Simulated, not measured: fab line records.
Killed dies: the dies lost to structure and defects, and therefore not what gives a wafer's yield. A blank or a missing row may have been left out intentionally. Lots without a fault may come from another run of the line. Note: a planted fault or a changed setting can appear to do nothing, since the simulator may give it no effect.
fab line records	flow sky130
[record] lots = 7	wafers = 19	last-day = 50
route steps=708 shown VIA3@576 PAD_OPEN@708
lots with no fault: from the same line, run without faults
start-h: hours from the record's first day to the start of the lot's first wafer shown	wait-h: how many hours have passed since the lot's step before this one	" unchanged from the row above	L1.1+2: a row that stands for several wafers	- no value present, or no start provided	* or withheld: withheld	< > ~ a bound
route shown NAME@n: a module of which the file shows steps, and the number in the route of the first	usual: the fault-free wafers' mean and standard deviation	same: alike in all rows	chamber/n: place in a boat	sites: the reading at each site	_std_site: their standard deviation	_edge_site: inner sites' mean taken away from outer sites' mean	radius-mm: for every site, how far away it sits from the centre of the wafer	mask NAME#n: copy n	behind: the last tool/chamber to shape the wafer	hold: why the lot went on hold/how many hours it stayed there/how the hold came to an end	device: which transistor (n, p or np) failed to switch	end of line: at the end of the route, the tests of the same wafers	a step without rows: its recipe alone	killed: count of dies lost to structure and defects at first sort (not the wafer's yield)	map: shows each die of a wafer: x if killed, . if not, _ if none is there
set.NAME: the setting the step ran with; set.NAME@STEP: the setting that earlier step ran with	model.NAME: the simulator's own value behind a step, which no gauge read
certain route steps with their lots: each step a table, each wafer a row
services: a tool's chamber out of use, with start hour (start-h, from the record's first day; less than 0 if before it), hours out, and reason
[[steps]]
[step SKY_VIA3_BOW_MEAS_03]
[recipe] mode = bow
[usual] VIA3_BOW = 78/7.7
lot.wafer	tool	chamber	start-h	wait-h	VIA3_BOW[um]
L635.2	film-metro-03	-	901.50	0.1	82
L635.3	"	-	"	"	78
L635.4	"	-	"	"	74
L638.2	film-metro-04	-	937.20	0.1	79
L638.3	"	-	"	"	86
L642.3	film-metro-03	-	959.67	0.2	82
L642.5	"	-	"	"	87
L643.3	film-metro-03	-	960.71	0.2	96
L643.5	"	-	"	"	74
L643.6	"	-	"	"	76
L653.1	film-metro-02	-	1024.80	0.2	95
L653.3	"	-	"	"	82
L653.5	"	-	"	"	81
L654.1	film-metro-03	-	1036.15	0.2	78
L654.3	"	-	"	"	90
L654.5	"	-	"	"	86
L658.3	film-metro-03	-	1049.76	0.2	81
L658.4	"	-	"	"	81
L658.5	"	-	"	"	71
[step SKY_VIA3_DEHYDRATE_04]
[recipe] temp-c = 200	time-s = 60
[step SKY_VIA3_HMDS_05]
[recipe] prime-time-s = 60	prime-temp-c = 120
[step SKY_VIA3_COAT_06]
[recipe] resist = BARC	temp-c = withheld	time-s = withheld	spin-rpm = 3000	resist-thk-nm = 60
[step SKY_VIA3_COAT_07]
[recipe] resist = KrF-thick	spin-rpm = 3000	resist-thk-nm = 450
[step SKY_VIA3_SOFTBAKE_08]
[recipe] temp-c = 100	time-s = 90	resist = KrF-thick
[step SKY_VIA3_EXPOSE_09]
[recipe] mask-id = VIM3	na = 0.8	source-shape = annular	sigma-inner = 0.55	sigma-outer = 0.85	target-cd-nm = 200	dose-mj = 38
[step SKY_VIA3_PEB_10]
[recipe] peb-temp-c = withheld	peb-time-s = withheld	resist = KrF-thick
[step SKY_VIA3_DEVELOP_11]
[recipe] develop-time-s = 60	resist = KrF-thick	dev-temp-c = 21
[step SKY_VIA3_CD_MEAS_12]
[recipe] target-cd-nm = 200
[usual] cd-nm = 200.3/1.6
lot.wafer	tool	chamber	start-h	wait-h	cd-nm
L635.2	cd-sem-02	-	926.66	-	203.1
L635.3	"	-	"	"	203.1
L635.4	"	-	"	"	201.1
L638.2	cd-sem-01	-	961.73	-	201.5
L638.3	"	-	"	"	202.7
L642.3	cd-sem-01	-	983.23	-	199.7
L642.5	"	-	"	"	199.5
L643.3	cd-sem-01	-	984.73	-	200.0
L643.5	"	-	"	"	200.2
L643.6	"	-	"	"	200.7
L653.1	cd-sem-02	-	1047.21	-	197.4
L653.3	"	-	"	"	198.6
L653.5	"	-	"	"	201.2
L654.1	cd-sem-02	-	1057.66	-	199.0
L654.3	"	-	"	"	199.0
L654.5	"	-	"	"	201.5
L658.3	cd-sem-02	-	1070.63	-	200.1
L658.4	"	-	"	"	199.3
L658.5	"	-	"	"	200.3
[step SKY_VIA3_OVL_MEAS_13]
[usual] VIA3_OVL = -3/4.7
lot.wafer	tool	chamber	start-h	wait-h	VIA3_OVL[nm]
L635.2	overlay-02	-	926.77	0.1	-7
L635.3	"	-	"	"	-6
L635.4	"	-	"	"	-3
L638.2	overlay-02	-	961.83	0.1	-6
L638.3	"	-	"	"	-5
L642.3	overlay-01	-	983.32	0.1	-4
L642.5	"	-	"	"	0
L643.3	overlay-02	-	984.82	0.1	-6
L643.5	"	-	"	"	-5
L643.6	"	-	"	"	-11
L653.1	overlay-01	-	1047.33	0.1	5
L653.3	"	-	"	"	6
L653.5	"	-	"	"	8
L654.1	overlay-01	-	1057.78	0.1	-3
L654.3	"	-	"	"	2
L654.5	"	-	"	"	-6
L658.3	overlay-02	-	1070.72	0.1	0
L658.4	"	-	"	"	-1
L658.5	"	-	"	"	4
[step SKY_VIA3_ETCH_14]
[recipe] chemistry = N2/H2	target = BARC	ion-energy-ev = 200	source-w = 500	bias-w = 100	pressure-mtorr = 30	n2-flow-sccm = 100	h2-flow-sccm = 200	stop-on = SiO2	time-s = 45.9	target-depth-a = 600
[usual] chamber-pressure-mTorr = 30.006/0.027	drypump-motor-current-A = 5.9/0.53	oes-product-au = 0.855/0.0044	run-length-s = 74.1/0.37	throttle-valve-pct = 13.225/0.0094
lot.wafer	tool	chamber	start-h	wait-h	chamber-pressure-mTorr	drypump-motor-current-A	oes-product-au	rf-hours-counter-h	run-length-s	throttle-valve-pct
L635.2	rie-diel-03	3	926.80	0.0	30.019	5.9	0.850	9	73.7	13.220
L635.3	"	0	"	"	30.044	5.3	0.849	24	75.1	13.214
L635.4	"	2	"	"	30.001	6.4	0.857	16	74.0	13.230
L638.2	rie-diel-04	2	961.86	0.0	30.014	6.3	0.851	16	73.8	13.219
L638.3	"	3	"	"	30.037	4.7	0.856	13	74.0	13.217
L642.3	rie-diel-04	0	983.34	0.0	29.992	5.7	0.856	8	73.8	13.205
L642.5	"	1	"	"	29.941	6.3	0.863	-	74.0	13.239
L643.3	rie-diel-04	2	984.85	0.0	29.932	6.3	0.848	17	74.2	13.227
L643.5	"	0	"	"	30.039	5.7	0.851	-	73.8	13.214
L643.6	"	1	"	"	30.046	6.3	0.850	-	73.7	13.239
L653.1	rie-diel-03	1	1047.36	0.0	30.027	6.1	0.861	14	74.7	13.228
L653.3	"	3	"	"	30.006	5.9	0.856	13	73.9	13.220
L653.5	"	0	"	"	29.994	5.3	0.859	-	74.9	13.220
L654.1	rie-diel-04	0	1057.81	0.0	29.971	5.7	0.857	11	73.4	13.220
L654.3	"	3	"	"	30.066	4.8	0.855	16	74.3	13.235
L654.5	"	3	"	"	29.998	4.8	0.855	-	74.8	13.237
L658.3	rie-diel-03	2	1070.75	0.0	29.991	6.4	0.857	20	74.4	13.233
L658.4	"	3	"	"	30.022	6.0	0.862	-	73.6	13.236
L658.5	"	1	"	"	29.991	6.1	0.855	-	74.5	13.235
[step SKY_VIA3_ETCH_15]
[recipe] target = SiO2	chemistry = C4F8/O2/Ar	target-depth-nm = 507	stop-on = TiN	mask-material = KrF-thick	source-w = 1500	bias-w = 1200	pressure-mtorr = 40	c4f8-flow-sccm = withheld	O2_flow_sccm = 6	Ar_flow_sccm = 300	time-s = 78
[usual] chamber-pressure-mTorr = 40.00/0.041	oes-product-au = 0.945/0.0046	run-length-s = 106.2/0.4
lot.wafer	tool	chamber	start-h	wait-h	chamber-pressure-mTorr	oes-product-au	rf-hours-counter-h	run-length-s	model.KrF-thick_of_VIA3_COAT_07.thk-nm	model.TiN_of_METAL3_SPUTTER_04.thk-nm
L635.2	rie-diel-03	3	926.84	0.0	39.98	0.947	9	105.9	293.7	69.22
L635.3	"	0	"	"	39.97	0.942	24	107.0	292	69.9
L635.4	"	2	"	"	40.03	0.942	16	106.5	294.3	69.97
L638.2	rie-diel-04	2	961.90	0.0	39.99	0.944	16	105.9	291.3	70.24
L638.3	"	3	"	"	39.99	0.898	13	113.6	280.6	68.48
L642.3	rie-diel-04	0	983.39	0.0	39.91	0.896	9	112.3	281	69.04
L642.5	"	1	"	"	39.98	0.905	-	112.9	280.3	68.8
L643.3	rie-diel-04	2	984.89	0.0	40.08	0.915	17	112.7	281.9	67.64
L643.5	"	0	"	"	40.01	0.894	-	112.6	280.6	67.06
L643.6	"	1	"	"	39.96	0.950	-	105.9	289.4	69.23
L653.1	rie-diel-03	1	1047.41	0.0	39.94	0.943	14	106.1	293.9	69.46
L653.3	"	3	"	"	40.02	0.944	13	106.1	292.4	69.54
L653.5	"	0	"	"	39.98	0.950	-	106.7	290.3	69.55
L654.1	rie-diel-04	0	1057.86	0.0	39.93	0.944	11	106.0	291	69.81
L654.3	"	3	"	"	40.00	0.946	16	106.1	290	70.56
L654.5	"	3	"	"	40.00	0.944	-	106.6	288.4	69.59
L658.3	rie-diel-03	2	1070.79	0.0	40.01	0.943	20	105.9	291.9	70.56
L658.4	"	3	"	"	40.05	0.935	-	105.9	291.2	69.32
L658.5	"	1	"	"	39.96	0.938	-	106.2	291.7	69.69
[step SKY_VIA3_STRIP_16]
[recipe] chemistry = O2/N2	power-w = 1400	pressure-mtorr = 1500	platen-temp-c = withheld	o2-flow-sccm = 3000	n2-flow-sccm = 300	overash-fraction = 0.5
[usual] chamber-pressure-mTorr = 1499.9/1.4	drypump-motor-current-A = 5.6/0.38	oes-product-au = 0.402/0.0049	strip-time-to-endpoint-s = 4.124/0.024
lot.wafer	tool	chamber	start-h	wait-h	chamber-pressure-mTorr	drypump-motor-current-A	oes-product-au	rf-hours-counter-h	strip-time-to-endpoint-s
L635.2	plasma-asher-01	0	926.90	0.0	1498.3	5.9	0.406	18	4.147
L635.3	"	0	"	"	1498.3	5.9	0.403	-	4.141
L635.4	"	1	"	"	1499.7	5.7	0.400	-	4.159
L638.2	plasma-asher-01	0	961.96	0.0	1499.6	5.9	0.401	22	4.112
L638.3	"	0	"	"	1500.1	5.9	0.399	-	4.011
L642.3	plasma-asher-04	1	983.48	0.1	1502.1	5.3	0.400	-	4.035
L642.5	"	0	"	"	1500.7	5.4	0.392	-	4.019
L643.3	plasma-asher-01	0	984.98	0.1	1501.1	5.9	0.399	-	4.019
L643.5	"	0	"	"	1499.8	5.9	0.401	-	4.007
L643.6	"	1	"	"	1501.7	5.7	0.408	-	4.116
L653.1	plasma-asher-04	1	1047.47	0.0	1500.6	5.3	0.403	62	4.163
L653.3	"	0	"	"	1501.5	5.5	0.399	-	4.160
L653.5	"	0	"	"	1500.2	5.4	0.398	-	4.112
L654.1	plasma-asher-03	0	1057.92	0.0	1498.4	6.1	0.402	97	4.134
L654.3	"	0	"	"	1500.6	6.1	0.404	-	4.131
L654.5	"	1	"	"	1499.3	5.0	0.394	-	4.095
L658.3	plasma-asher-01	1	1070.88	0.1	1499.0	5.7	0.399	-	4.136
L658.4	"	0	"	"	1501.0	5.9	0.392	-	4.122
L658.5	"	1	"	"	1500.3	5.6	0.402	-	4.123
[step SKY_VIA3_STRIP_17]
[recipe] chemistry = post-etch-residue-remover	time-s = 1200	temp-c = 72.5
[step SKY_PAD_OPEN_PROBE_99]
[usual] defect-limited-yield = 82.4/1.9	killed_at_M0_to_M3 = 43/7.5	killed_at_M4_up = 3.3/1.9	killed-at-contacts = 24/4.6	killed-at-front-end = 16/4.9	killed-at-other = 0.2/0.46	killed-dies = 87/9.1	killed-open = 47/7.4	killed-short = 39/6.6	sort_bin_3_pad_short = 0.9/0.43	sort_bin_5_function = 10.3/1.4	sort_bin_6_memory = 6.4/1.1	sort-n-pass = 405/9.1	sort-yield-pct = 82.4/1.9
[same] gross-dies = 492	killed-at-back-side = 0	sort_bin_4_leakage[%] = 0	sort_bin_8_speed[%] = 0
lot.wafer	tool	chamber	start-h	wait-h	defect-limited-yield[%]	killed_at_M0_to_M3	killed_at_M4_up	killed-at-contacts	killed-at-front-end	killed-at-other	killed-dies	killed-open	killed-short	sort_bin_3_pad_short[%]	sort_bin_5_function[%]	sort_bin_6_memory[%]	sort-n-pass	sort-yield-pct[%]
L643.3	prober-02	-	1122.65	0.2	85.0	37	1	18	18	0	74	39	34	0.6	8.5	5.9	418	85.0
L643.5	prober-02	-	1122.75	0.2	82.3	38	1	25	23	0	87	49	38	1.0	11.0	5.7	405	82.3
L643.6	prober-02	-	1122.80	0.2	82.9	38	2	24	20	0	84	47	37	0.8	9.6	6.7	408	82.9
L653.1	prober-02	-	1173.96	0.1	83.3	36	6	22	18	0	82	38	41	0.8	8.9	6.9	410	83.3
L653.3	prober-02	-	1174.06	0.2	86.8	32	5	16	12	0	65	38	25	0.4	6.9	5.9	427	86.8
L653.5	prober-02	-	1174.16	0.2	84.3	35	7	18	17	0	77	39	38	1.0	9.3	5.3	415	84.3
// killed by level:class
L643.3 VIA1:geometric-particle:open=10 VIA2:geometric-particle:open=7 METAL2:geometric-particle:short=6 FIELD_ISO:geometric-particle:short=5 CONTACT:geometric-particle:open=5 VIA3:geometric-particle:open=5 POLY_GATE:geometric-particle:open=4 LOCAL_INTERCONNECT:geometric-particle:short=4
L643.5 VIA1:geometric-particle:open=10 CONTACT:geometric-particle:open=9 FIELD_ISO:geometric-particle:short=8 LI_CONTACT:geometric-particle:open=7 LOCAL_INTERCONNECT:geometric-particle:short=6 VIA3:geometric-particle:open=6 FIELD_ISO:geometric-particle:open=5 METAL1:geometric-particle:short=5
L643.6 FIELD_ISO:geometric-particle:open=8 LI_CONTACT:geometric-particle:open=7 METAL1:geometric-particle:short=7 VIA1:geometric-particle:open=7 POLY_GATE:geometric-particle:open=5 LOCAL_INTERCONNECT:geometric-particle:short=5 CONTACT:geometric-particle:open=5 VIA3:geometric-particle:open=5
L653.1 POLY_GATE:geometric-particle:short=8 CONTACT:geometric-particle:open=8 VIA1:geometric-particle:open=6 LI_CONTACT:geometric-particle:open=6 METAL2:geometric-particle:short=5 VIA3:geometric-particle:open=5 METAL4:geometric-particle:short=5 VIA2:geometric-particle:short=4
L653.3 CONTACT:geometric-particle:open=9 VIA2:geometric-particle:open=5 LI_CONTACT:geometric-particle:open=5 VIA1:geometric-particle:open=5 VIA3:geometric-particle:open=5 METAL4:geometric-particle:short=5 VIA3:geometric-particle:short=4 FIELD_ISO:geometric-particle:open=3
L653.5 VIA1:geometric-particle:open=7 LI_CONTACT:geometric-particle:open=7 VIA3:geometric-particle:open=7 METAL4:geometric-particle:short=6 FIELD_ISO:geometric-particle:short=5 POLY_GATE:geometric-particle:short=5 CONTACT:geometric-particle:short=4 VIA2:geometric-particle:open=4
[[services]]
tool	chamber	start-h	hours	kind
plasma-asher-01	-	964.92	2.0	repair
rie-diel-03	1	970.18	14.6	repair
rie-diel-04	3	976.97	8.4	repair
rie-diel-03	-	1004.63	0.2	repair
plasma-asher-01	-	1018.81	2.8	pm
plasma-asher-03	-	1035.68	1.2	repair
rie-diel-03	2	1046.63	14.8	repair
rie-diel-03	0	1061.45	-	clean
rie-diel-03	0	1061.45	25.3	scheduled-down
rie-diel-03	0	1061.45	25.3	vent-cycle
[[key]]
[first-sign] step = SKY_VIA3_ETCH_15	reading = run-length-s	direction = up	sigmas = 16	usual = *	struck = *
[effect] step = SKY_VIA3_ETCH_15	reading = oes-product-au	direction = down	sigmas = 9.4	usual = 0.945	struck = 0.902
[effect] step = SKY_VIA3_STRIP_16	reading = strip-time-to-endpoint-s	direction = down	sigmas = 4.3	usual = *	struck = *
[model-effect] step = SKY_VIA3_ETCH_15	value = KrF-thick_of_VIA3_COAT_07.thk-nm	without = 289.7	struck = 280.9
met-at SKY_VIA3_ETCH_15
struck-wafers L638.3,L642.3,L642.5,L643.3,L643.5
[fault] kind = process-parameter-drift	tool = rie-diel-04	chamber = -	onset-h = 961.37	steps = SKY_VIA3_ETCH_15	channel = time-s	offset = *	shape = step	end-h = 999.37	scope = struck-wafers-only	acts-in = *	stated = *
